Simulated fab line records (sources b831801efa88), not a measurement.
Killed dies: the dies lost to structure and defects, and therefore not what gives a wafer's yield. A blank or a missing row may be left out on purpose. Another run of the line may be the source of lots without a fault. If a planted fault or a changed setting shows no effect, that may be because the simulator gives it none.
Check of tool commonality || flow sky130 || 11 lots, 33 wafers sampled

## WHAT PROMPTED THE OPENING
At SKY_SD_P_TW_MEAS_11 the reading SD_P_TW is flagged on 1 of 11 lots. No-fault wafers: 2799, standard deviation 22.
Rule: a lot gets a flag if all its wafers with a number sit over 4 standard deviations from that mean, or if no wafer of it has a number. The rest of the lots are taken to be sound.

{"lot": "L324", "measured": "day 26 02:44", "on": "film-metro-03", "SD_P_TW, wafer by wafer": "2764 2772 2762", "flag": ""}
{"lot": "L326", "measured": "day 26 20:21", "on": "film-metro-01", "SD_P_TW, wafer by wafer": "2807 2813 2797", "flag": ""}
{"lot": "L327", "measured": "day 26 21:34", "on": "film-metro-01", "SD_P_TW, wafer by wafer": "2807 2848 2826", "flag": ""}
{"lot": "L328", "measured": "day 27 14:37", "on": "film-metro-03", "SD_P_TW, wafer by wafer": "2759 2757 2749", "flag": ""}
{"lot": "L330", "measured": "day 28 01:16", "on": "film-metro-01", "SD_P_TW, wafer by wafer": "2807 2815 2805", "flag": ""}
{"lot": "L331", "measured": "day 28 22:37", "on": "film-metro-01", "SD_P_TW, wafer by wafer": "2808 2815 2818", "flag": ""}
{"lot": "L339", "measured": "day 31 03:31", "on": "film-metro-01", "SD_P_TW, wafer by wafer": "30 30 30", "flag": "FLAGGED"}
{"lot": "L342", "measured": "day 31 22:16", "on": "film-metro-03", "SD_P_TW, wafer by wafer": "2784 2772 2787", "flag": ""}
{"lot": "L343", "measured": "day 32 02:52", "on": "film-metro-03", "SD_P_TW, wafer by wafer": "2793 2799 2784", "flag": ""}
{"lot": "L344", "measured": "day 32 10:01", "on": "film-metro-02", "SD_P_TW, wafer by wafer": "2788 2797 2807", "flag": ""}
{"lot": "L346", "measured": "day 33 06:40", "on": "film-metro-01", "SD_P_TW, wafer by wafer": "2799 2789 2789", "flag": ""}
On average the flagged lots read 30, which is -2769 against the usual, or -99 or more standard deviations.

## EACH LOT AND THE TOOL IT RAN ON
The record keeps 1 process step preceding the reading, out of 708 steps on the route. Cell contents, in order: the tool; ch with the chambers the sampled wafers went through; the start.
{"lot": "L324", "flag": "", "SKY_SD_P_EXPOSE_04": "iline-stepper-02 ch 0, day 25 11:41"}
{"lot": "L326", "flag": "", "SKY_SD_P_EXPOSE_04": "iline-stepper-02 ch 0, day 26 06:04"}
{"lot": "L327", "flag": "", "SKY_SD_P_EXPOSE_04": "iline-stepper-02 ch 0, day 26 07:28"}
{"lot": "L328", "flag": "", "SKY_SD_P_EXPOSE_04": "iline-stepper-01 ch 0, day 27 00:02"}
{"lot": "L330", "flag": "", "SKY_SD_P_EXPOSE_04": "iline-stepper-02 ch 0, day 27 11:26"}
{"lot": "L331", "flag": "", "SKY_SD_P_EXPOSE_04": "iline-stepper-01 ch 0, day 28 08:20"}
{"lot": "L339", "flag": "FLAGGED", "SKY_SD_P_EXPOSE_04": "iline-stepper-01 ch 0, day 30 14:00"}
{"lot": "L342", "flag": "", "SKY_SD_P_EXPOSE_04": "iline-stepper-02 ch 0, day 31 09:10"}
{"lot": "L343", "flag": "", "SKY_SD_P_EXPOSE_04": "iline-stepper-02 ch 0, day 31 13:39"}
{"lot": "L344", "flag": "", "SKY_SD_P_EXPOSE_04": "iline-stepper-01 ch 0, day 31 20:31"}
{"lot": "L346", "flag": "", "SKY_SD_P_EXPOSE_04": "iline-stepper-01 ch 0, day 32 17:35"}
What is done by these steps:
- SKY_SD_P_EXPOSE_04: exposes mask PSDM, target cd 380 nm.
- SKY_SD_P_TW_MEAS_11

## FLAGGED AGAINST TOTAL, ONE TOOL AT A TIME (gauges that did the reading follow at the end)
{"step": "SKY_SD_P_EXPOSE_04", "tool": "iline-stepper-01", "lots run": 5, "flagged": 1, "share of the flagged lots": "all", "sound lots run after its first flagged lot": "2 (L344,L346)"}
{"step": "SKY_SD_P_EXPOSE_04", "tool": "iline-stepper-02", "lots run": 6, "flagged": 0, "share of the flagged lots": "none", "sound lots run after its first flagged lot": "-"}
{"step": "SKY_SD_P_TW_MEAS_11", "tool": "film-metro-01", "lots run": 6, "flagged": 1, "share of the flagged lots": "all", "sound lots run after its first flagged lot": "1 (L346)"}
{"step": "SKY_SD_P_TW_MEAS_11", "tool": "film-metro-02", "lots run": 1, "flagged": 0, "share of the flagged lots": "none", "sound lots run after its first flagged lot": "-"}
{"step": "SKY_SD_P_TW_MEAS_11", "tool": "film-metro-03", "lots run": 4, "flagged": 0, "share of the flagged lots": "none", "sound lots run after its first flagged lot": "-"}

## THE TABLE: WHAT IT ALLOWS
In 2 table rows, all flagged lots were run: iline-stepper-01 (SKY_SD_P_EXPOSE_04), film-metro-01 (SKY_SD_P_TW_MEAS_11).
- iline-stepper-01 at SKY_SD_P_EXPOSE_04 ran 5 lots, 1 of them flagged. After the first flagged lot (L344, L346), sound lots still ran on it; a lasting fault on the whole tool would not permit that.
- film-metro-01 at SKY_SD_P_TW_MEAS_11 ran 6 lots, 1 of them flagged. After the first flagged lot (L346), sound lots still ran on it; a lasting fault on the whole tool would not permit that.
None of the table's rows ran every flagged lot and, after the first, no sound lot.

## WHAT WAS PUT IN BY THE SIMULATOR
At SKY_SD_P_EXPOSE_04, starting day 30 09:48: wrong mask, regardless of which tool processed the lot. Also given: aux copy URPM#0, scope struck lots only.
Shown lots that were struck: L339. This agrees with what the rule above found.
